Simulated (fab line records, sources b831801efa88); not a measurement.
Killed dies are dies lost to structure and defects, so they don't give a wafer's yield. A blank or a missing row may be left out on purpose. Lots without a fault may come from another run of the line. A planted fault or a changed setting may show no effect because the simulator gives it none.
Chamber matching | flow sky130 | SKY_FIELD_ISO_ETCH_14 on rie_diel-03: 4 sister chambers
The step etches BARC in N2/H2, stops on SiO2, time 45.9 s, target depth 60 nm. 4 wafers are shown with their chamber, then 8 later ones without.

WAFERS WITH THEIR CHAMBER
wafer  | chamber | throttle_valve_pct (%)
L081.4 | 2       | 13.221
L085.1 | 3       | 13.229
L085.6 | 1       | 13.225
L087.1 | 0       | 13.223

WAFERS WITHOUT THEIR CHAMBER
wafer  | throttle_valve_pct (%)
L087.3 | 13.239
L087.5 | 13.220
L091.2 | 13.209
L091.5 | 13.224
L091.6 | 13.222
L092.1 | 13.228
L092.4 | 13.222
L092.6 | 13.214

WHICH CHAMBER EACH WENT THROUGH
wafer  | from the rows above               | in truth
L087.3 | can't be placed: 3 or 1 or 0 or 2 | 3
L087.5 | can't be placed: 2 or 0 or 1 or 3 | 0
L091.2 | can't be placed: 2 or 0 or 1 or 3 | 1
L091.5 | can't be placed: 0 or 1 or 2 or 3 | 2
L091.6 | can't be placed: 2 or 0 or 1 or 3 | 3
L092.1 | can't be placed: 3 or 1 or 0 or 2 | 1
L092.4 | can't be placed: 2 or 0 or 1 or 3 | 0
L092.6 | can't be placed: 2 or 0 or 1 or 3 | 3
Placed correctly: 0 of 8. Can't be placed from these rows: 8 (the true chamber is among the candidates in 8). Placed wrongly: 0.
How it was worked out, from the rows above alone: a wafer's distance from a chamber is the root of the sum, over the readings, of the square of ((its reading less the chamber's mean) divided by the reading's scatter). The wafer belongs to the nearest chamber; if the next one is less than 2 further off, it can't be placed. A chamber's mean is the mean of its shown wafers. The scatter: with one shown wafer a chamber, the root of the mean of the squares of how far each hidden wafer lies from its nearest shown one.
